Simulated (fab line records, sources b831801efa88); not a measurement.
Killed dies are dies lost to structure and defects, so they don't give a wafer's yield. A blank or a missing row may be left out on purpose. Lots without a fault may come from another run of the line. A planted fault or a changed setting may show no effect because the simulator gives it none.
A struck lot beside a sound one | flow gf180mcu | 24 steps out of a route of 602
Sound: wafers L915.1, L915.2, L915.5. Struck: wafers L921.1, L921.3, L921.4. The cause comes at the end.
At each step with rows: each side's tool, then ch and its chambers, then its first start. Under that, the readings that differ: sound wafers | struck wafers | difference of the means | sigmas: that difference in standard deviations of wafers without a fault.
alike: readings whose means differ by less than 2 such deviations, and words and numbers that are the same on both sides. not compared: withheld readings, readings that some wafer has no value for, bounds like >300 that may hide the same value, and numbers for which the record gives no deviation and whose values overlap.
The two part at a step that has a row with sigmas, a row that says differs or no value, or rows on one side only. Numbers that don't overlap but have no deviation are shown without sigmas and don't part them. A reading that every wafer of one side lacks parts them only if that side has two wafers or more.

GF_PSD_OVL_MEAS_08:
  sound on overlay-01, day 17 23:58; struck on overlay-02, day 20 09:49
  alike: PSD_OVL
then, 1 step without rows for these wafers: GF_PSD_IMPLANT_09.
GF_PSD_STRIP_10: strips in O2/N2.
  sound on plasma_asher-01 ch 0,1, day 18 00:09; struck on plasma_asher-02 ch 0,1, day 20 10:01
  reading            | sound       | struck      | difference | sigmas
  heater_power_w (W) | 375 357 357 | 280 338 270 | -67        | -2
  alike: drypump_motor_current_A, oes_product_au, strip_time_to_endpoint_s
  not compared: rf_hours_counter_h
GF_PSD_TW_MEAS_11:
  sound on film_metro-03, day 18 00:15; struck on film_metro-04, day 20 10:07
  alike: PSD_TW
then, 1 step without rows for these wafers: GF_PSD_CLEAN_12 (cleans in SC1/SC2, time 150 s).
GF_PSD_RTA_13: time 20 s.
  sound on rtp_anneal-02 ch 0, day 18 00:22; struck on rtp_anneal-01 ch 0, day 20 10:14
  alike: lamp_power_pct, wafer_temp_C_max
GF_PSD_RS_MEAS_14: measures by four-point-probe.
  sound on film_metro-01, day 18 00:32; struck on film_metro-04, day 20 10:19
  alike: NSD_RS
GF_PSD_RS_MEAS_15: measures by four-point-probe.
  sound on film_metro-01, day 18 00:39; struck on film_metro-04, day 20 10:26
  alike: PSD_RS
GF_SAB_CVD_00: deposits SiO2 from TEOS, target thk 50 nm, time 4.9302 s.
  sound on pecvd-01 ch 0,1, day 18 00:46; struck on pecvd-04 ch 0,1,2, day 20 10:33
  alike: heater_power_w
GF_SAB_THK_MEAS_01:
  sound on film_metro-02, day 18 00:47; struck on film_metro-01, day 20 10:34
  alike: SAB_CVD_00_THK
then, 2 steps without rows for these wafers: GF_SAB_DEHYDRATE_02 (time 60 s); GF_SAB_HMDS_03 (prime time 60 s).
GF_SAB_COAT_04: resist thk 1000 nm.
  sound on litho_track-03 ch 0, day 18 12:27; struck on litho_track-03 ch 0, day 20 22:18
  reading                                  | sound            | struck            | difference | sigmas
  model.NOVOLAK_of_SAB_COAT_04.thk_nm (nm) | 998.1 996.7 1000 | 950.3 951.1 951.1 | -47.4      |
  alike: exhaust_pa
then, 4 steps without rows for these wafers: GF_SAB_SOFTBAKE_05 (time 60 s); GF_SAB_EXPOSE_06 (exposes mask SAB, target cd 420 nm); GF_SAB_PEB_07; GF_SAB_DEVELOP_08 (develop time 60 s).
GF_SAB_CD_MEAS_09: target cd 420 nm.
  sound on cd_sem-01, day 19 00:09; struck on cd_sem-02, day 21 10:48
  reading    | sound             | struck            | difference | sigmas
  cd_nm (nm) | 419.9 421.5 421.7 | 412.9 413.6 412.5 | -8.0       | -4
GF_SAB_OVL_MEAS_10:
  sound on overlay-02, day 19 00:16; struck on overlay-02, day 21 10:55
  alike: SAB_OVL
GF_SAB_ETCH_11: etches SiO2 in C4F8/O2/Ar, target depth 55 nm, time 8.5 s.
  sound on rie_diel-03 ch 1,2,3, day 19 00:19; struck on rie_diel-03 ch 0,1,3, day 21 10:58
  reading                                  | sound             | struck          | difference | sigmas
  model.NOVOLAK_of_SAB_COAT_04.thk_nm (nm) | 986.8 985.4 988.6 | 939 939.7 939.8 | -47        |
  model.SAB.cd_nm (nm)                     | 419.8 421.4 421.8 | 413 413.3 412.8 | -8         |
  alike: oes_product_au
  not compared: rf_hours_counter_h
then, 1 step without rows for these wafers: GF_SAB_WET_ETCH_12 (etches SiO2 in dHF, target depth 22 nm, time 440 s).
GF_SAB_STRIP_13: strips in O2/N2.
  sound on plasma_asher-04 ch 0,1, day 19 00:28; struck on plasma_asher-03 ch 0,1, day 21 11:07
  reading                      | sound             | struck            | difference | sigmas
  strip_time_to_endpoint_s (s) | 12.58 12.57 12.60 | 12.04 12.06 12.04 | -0.54      | -18
  alike: drypump_motor_current_A, heater_power_w, oes_product_au
  not compared: rf_hours_counter_h
then, 1 step without rows for these wafers: GF_SALICIDE_CLEAN_00 (cleans in SC1/SC2, time 150 s).
-- the record jumps here: 12 days lie between the struck wafers' starts before and after (it left off in module SALICIDE and takes up again in module PASSIVATION, whose first step shown is number 602 of the route) --
GF_PASSIVATION_PROBE_99:
  the record has rows for the struck wafers here (prober-02, day 33 21:17) and none for the sound ones

WHERE THEY PART
First at GF_PSD_STRIP_10; last, within this record, at GF_PASSIVATION_PROBE_99.

WHY: what the simulator had put in
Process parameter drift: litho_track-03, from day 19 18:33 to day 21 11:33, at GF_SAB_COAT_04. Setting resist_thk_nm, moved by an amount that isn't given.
